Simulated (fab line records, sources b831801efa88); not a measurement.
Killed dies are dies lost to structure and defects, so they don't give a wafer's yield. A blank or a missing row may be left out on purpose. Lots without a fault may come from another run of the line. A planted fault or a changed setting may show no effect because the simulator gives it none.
fab line records | flow gf180mcu | part 2 of 2: steps 29 to 40 of 40
record lots=5 wafers=15 last_day=34
route steps=602 shown DUAL_GATE@152 POLY_GATE@157 HV_LDD@176
lots that met no fault: from a run of the same line without faults
start_h: hours from the record's first day to the start of the lot's first wafer shown | wait_h: hours since the lot's step before | " the same as in the row above | L1.1+2: a row that stands for several wafers | - no value, or no start given | * or withheld: withheld | < > ~ a bound
route shown NAME@n: a module of which the file shows steps, and the number in the route of the first | usual: mean/standard deviation of fault-free wafers | same: alike in all rows | chamber/n: place in a boat | sites: the reading at each site | _std_site: their standard deviation | _edge_site: outer sites' mean less inner sites' | radius_mm: how far each site lies from the wafer's centre | mask NAME#n: copy n | behind: the tool/chamber that last shaped the wafer | hold: why the lot was held/for how many hours/how that ended | device: the transistor (n, p or np) that didn't switch | end of line: the same wafers' tests at the end of the route | a step without rows: its recipe alone | killed: dies lost to structure and defects at the first sort, not the wafer's yield | map: a wafer's dies, x killed, . not, _ none there
set.NAME: the setting as run; set.NAME@STEP: as run at that earlier step | model.NAME: the simulator's own value behind a step, which no gauge read
lots at some steps of the route; a table a step, a row a wafer
services: from which hour (start_h, from the record's first day; less than 0 if before it) a tool's chamber was out of use, for how many hours, and why
## steps
# step GF_HV_LDD_EXPOSE_04
# recipe mask_id=Nplus_LV_AREA target_cd_nm=400 na=0.6 source_shape=conventional sigma_outer=0.6 dose_mj=140
# usual stage_vel_mm_s=499.97/0.29
# same sigma_outer=0.6
# columns lot.wafer tool chamber start_h wait_h mask stage_vel_mm_s
L075.1 iline_stepper-01 0 - - Nplus_LV_AREA#0 499.88
L075.3 " 0 " " Nplus_LV_AREA#0 499.85
L075.4 " 0 " " Nplus_LV_AREA#0 500.02
L080.2 iline_stepper-02 0 - - Nplus_LV_AREA#0 499.72
L080.3 " 0 " " Nplus_LV_AREA#0 499.95
L080.5 " 0 " " Nplus_LV_AREA#0 499.96
L085.3 iline_stepper-02 0 - - Nplus_LV_AREA#0 500.02
L085.5 " 0 " " Nplus_LV_AREA#0 499.92
L085.6 " 0 " " Nplus_LV_AREA#0 500.20
L090.2 iline_stepper-02 0 - - Nplus_LV_AREA#0 499.79
L090.3 " 0 " " Nplus_LV_AREA#0 499.47
L090.6 " 0 " " Nplus_LV_AREA#0 499.58
L097.2 iline_stepper-02 0 - - Nplus_LV_AREA#0 500.00
L097.4 " 0 " " Nplus_LV_AREA#0 500.21
L097.5 " 0 " " Nplus_LV_AREA#0 500.36
# step GF_HV_LDD_PEB_05
# recipe temp_c=withheld time_s=* resist=NOVOLAK
# columns lot.wafer tool chamber start_h wait_h
L075.1+3+4 litho_track-03 0 - -
L080.2+3+5 litho_track-03 0 - -
L085.3+5+6 litho_track-04 0 - -
L090.2+3+6 litho_track-03 0 - -
L097.2+4+5 litho_track-01 0 - -
# step GF_HV_LDD_DEVELOP_06
# recipe develop_time_s=60 dev_temp_c=23
# columns lot.wafer tool chamber start_h wait_h
L075.1+3+4 litho_track-03 0 225.30 0.1
L080.2+3+5 litho_track-03 0 257.53 0.1
L085.3+5+6 litho_track-04 0 288.32 0.1
L090.2+3+6 litho_track-03 0 326.93 0.1
L097.2+4+5 litho_track-01 0 391.80 0.1
# step GF_HV_LDD_CD_MEAS_07
# recipe target_cd_nm=400
# usual cd_nm=400.2/2.2
# columns lot.wafer tool chamber start_h wait_h cd_nm
L075.1 cd_sem-01 - 225.45 0.1 397.2
L075.3 " - " " 393.2
L075.4 " - " " 393.7
L080.2 cd_sem-02 - 257.67 0.1 404.0
L080.3 " - " " 403.9
L080.5 " - " " 404.2
L085.3 cd_sem-01 - 288.46 0.1 399.4
L085.5 " - " " 400.6
L085.6 " - " " 400.3
L090.2 cd_sem-02 - 327.07 0.1 401.8
L090.3 " - " " 402.8
L090.6 " - " " 403.9
L097.2 cd_sem-02 - 391.97 0.1 401.7
L097.4 " - " " 402.0
L097.5 " - " " 401.3
# step GF_HV_LDD_OVL_MEAS_08
# usual HV_LDD_OVL=0.7/1.4
# columns lot.wafer tool chamber start_h wait_h HV_LDD_OVL[nm]
L075.1 overlay-02 - 225.57 0.1 0.3
L075.3 " - " " 2.4
L075.4 " - " " 3.1
L080.2 overlay-01 - 257.78 0.1 1.1
L080.3 " - " " -0.3
L080.5 " - " " -0.7
L085.3 overlay-02 - 288.56 0.1 0.3
L085.5 " - " " 1.1
L085.6 " - " " 2.5
L090.2 overlay-01 - 327.18 0.1 1.5
L090.3 " - " " 2.1
L090.6 " - " " 4.5
L097.2 overlay-02 - 392.07 0.1 1.7
L097.4 " - " " 0.5
L097.5 " - " " 0.7
# step GF_HV_LDD_IMPLANT_09
# recipe species=As energy_kev=40 dose_cm2=1e+14 tilt_deg=7
# columns lot.wafer tool chamber start_h wait_h
L075.1+3+4 implanter-02 0 225.61 0.0
L080.2+3+5 implanter-02 0 257.83 0.0
L085.3+5+6 implanter-01 0 288.63 0.1
L090.2+3+6 implanter-01 0 327.23 0.0
L097.2+4+5 implanter-03 0 392.13 0.0
# step GF_HV_LDD_STRIP_10
# recipe chemistry=O2/N2 power_w=1400 pressure_mtorr=1500 platen_temp_c=250 o2_flow_sccm=3000 n2_flow_sccm=300 overash_fraction=0.5
# usual drypump_motor_current_A=5.4/0.52 heater_power_w=372/74 oes_product_au=0.716/0.0043 strip_time_to_endpoint_s=12.63/0.04
# columns lot.wafer tool chamber start_h wait_h drypump_motor_current_A heater_power_w oes_product_au rf_hours_counter_h strip_time_to_endpoint_s
L075.1 plasma_asher-04 0 225.76 0.1 5.8 278 0.719 54 12.68
L075.3 " 1 " " 4.7 370 0.710 - 12.71
L075.4 " 0 " " 5.8 279 0.715 - 12.71
L080.2 plasma_asher-01 0 257.96 0.1 5.7 294 0.718 61 12.54
L080.3 " 1 " " 5.4 330 0.717 - 12.55
L080.5 " 0 " " 5.7 287 0.715 - 12.55
L085.3 plasma_asher-02 1 288.76 0.1 4.9 348 0.715 - 12.62
L085.5 " 1 " " 4.9 344 0.715 - 12.58
L085.6 " 0 " " 6.0 494 0.710 - 12.63
L090.2 plasma_asher-02 1 327.36 0.1 4.9 349 0.713 24 12.59
L090.3 " 0 " " 6.0 479 0.719 - 12.57
L090.6 " 1 " " 4.9 337 0.709 - 12.63
L097.2 plasma_asher-02 0 392.25 0.1 6.0 475 0.719 32 12.60
L097.4 " 0 " " 6.0 474 0.719 - 12.61
L097.5 " 0 " " 6.0 480 0.712 - 12.62
# step GF_HV_LDD_TW_MEAS_11
# usual HV_LDD_TW=2418/25
# columns lot.wafer tool chamber start_h wait_h HV_LDD_TW
L075.1 film_metro-03 - 225.86 0.1 2426
L075.3 " - " " 2434
L075.4 " - " " 2436
L080.2 film_metro-03 - 258.07 0.1 2425
L080.3 " - " " 2439
L080.5 " - " " 2434
L085.3 film_metro-01 - 288.85 0.1 2393
L085.5 " - " " 2387
L085.6 " - " " 2402
L090.2 film_metro-03 - 327.47 0.1 2432
L090.3 " - " " 2434
L090.6 " - " " 2447
L097.2 film_metro-03 - 392.36 0.1 2432
L097.4 " - " " 2422
L097.5 " - " " 2412
# step GF_HV_LDD_DEHYDRATE_12
# recipe temp_c=200 time_s=60
# columns lot.wafer tool chamber start_h wait_h
L075.1+3+4 litho_track-04 0 234.08 8.2
L080.2+3+5 litho_track-04 0 266.25 8.2
L085.3+5+6 litho_track-04 0 298.57 9.7
L090.2+3+6 litho_track-01 0 337.15 9.7
L097.2+4+5 litho_track-01 0 403.30 10.9
# step GF_HV_LDD_HMDS_13
# recipe prime_time_s=60 prime_temp_c=120
# columns lot.wafer tool chamber start_h wait_h
L075.1+3+4 litho_track-04 0 234.23 0.1
L080.2+3+5 litho_track-04 0 266.40 0.1
L085.3+5+6 litho_track-04 0 298.72 0.1
L090.2+3+6 litho_track-01 0 337.30 0.1
L097.2+4+5 litho_track-01 0 403.45 0.1
# step GF_HV_LDD_COAT_14
# recipe resist=NOVOLAK spin_rpm=3000 resist_thk_nm=1000
# columns lot.wafer tool chamber start_h wait_h
L075.1+3+4 litho_track-04 0 234.38 0.1
L080.2+3+5 litho_track-04 0 266.55 0.1
L085.3+5+6 litho_track-04 0 298.87 0.1
L090.2+3+6 litho_track-01 0 337.45 0.1
L097.2+4+5 litho_track-01 0 403.60 0.1
# step GF_HV_LDD_SOFTBAKE_15
# recipe temp_c=90 time_s=60 resist=NOVOLAK
# columns lot.wafer tool chamber start_h wait_h
L075.1+3+4 litho_track-04 0 234.53 0.1
L080.2+3+5 litho_track-04 0 266.70 0.1
L085.3+5+6 litho_track-04 0 299.02 0.1
L090.2+3+6 litho_track-01 0 337.60 0.1
L097.2+4+5 litho_track-01 0 403.75 0.1
## services
# columns tool chamber start_h hours kind
plasma_asher-04 - 176.59 34.4 repair
krf_scanner-02 - 186.64 4.0 pm
rie_si-02 0 188.47 4.8 repair
plasma_asher-02 - 191.54 2.7 repair
wet_bench-04 - 206.81 7.5 repair
furnace-01 - 210.38 3.4 pm
wet_bench-04 - 211.57 0.8 repair
furnace-01 - 216.73 3.1 pm
lpcvd-02 - 228.06 2.8 pm
plasma_asher-04 - 229.23 1.5 repair
plasma_asher-02 - 238.44 0.5 repair
plasma_asher-03 - 248.97 2.0 repair
lpcvd-02 - 249.56 28.1 pm
krf_scanner-02 - 272.31 1.0 pm
rie_si-02 3 276.16 28.3 repair
wet_bench-03 - 293.39 1.8 repair
plasma_asher-01 - 294.02 109.5 pm
wet_bench-03 - 295.56 1.8 repair
krf_scanner-02 - 310.07 10.1 repair
krf_scanner-02 - 326.30 0.8 pm
plasma_asher-02 - 333.69 15.6 pm
krf_scanner-02 - 334.80 1.3 pm
furnace-01 - 383.99 3.3 pm
lpcvd-02 - 390.79 1.7 repair
